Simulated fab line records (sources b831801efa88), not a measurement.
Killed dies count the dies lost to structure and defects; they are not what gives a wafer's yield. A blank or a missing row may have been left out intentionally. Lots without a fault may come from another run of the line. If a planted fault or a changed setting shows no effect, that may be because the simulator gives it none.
Chamber matching | flow gf180mcu | GF_MIM_CVD_05 on pecvd-04 has 3 sister chambers
The step deposits Si3N4, target thk 42 nm, time 29.086 s. 3 wafers are shown with their chamber, then 10 later ones without.

## EACH WAFER AND ITS CHAMBER
wafer  | chamber | heater power w (W)
L086.6 | 0       | 545
L091.2 | 2       | 621
L091.3 | 1       | 654

## WAFERS WITHOUT THEIR CHAMBER
wafer  | heater power w (W)
L091.4 | 605
L092.2 | 679
L092.5 | 698
L092.6 | 560
L094.2 | 685
L094.3 | 547
L094.4 | 681
L096.3 | 623
L096.5 | 680
L096.6 | 628

## EACH ONE'S CHAMBER
wafer  | from the rows above          | in truth
L091.4 | can't be placed: 2 or 1 or 0 | 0
L092.2 | can't be placed: 1 or 2      | 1
L092.5 | can't be placed: 1 or 2      | 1
L092.6 | can't be placed: 0 or 2      | 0
L094.2 | can't be placed: 1 or 2      | 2
L094.3 | 0                            | 0
L094.4 | can't be placed: 1 or 2      | 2
L096.3 | can't be placed: 2 or 1      | 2
L096.5 | can't be placed: 1 or 2      | 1
L096.6 | can't be placed: 2 or 1      | 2
1 of 10 placed correctly. From these rows, 9 cannot be placed; in 9 the true chamber is one of the candidates. Wrongly placed: 0.
How it was worked out, from the rows above alone: a wafer's distance from a chamber is the root of the sum, over the readings, of the square of ((its reading less the chamber's mean) divided by the reading's scatter). The wafer belongs to the nearest chamber; if the next one is less than 2 further off, it can't be placed. For every chamber, the mean is computed from those of its wafers that are shown. The scatter (one wafer shown for each chamber): square how far every hidden wafer sits from the nearest shown wafer, average those squares and take the square root.
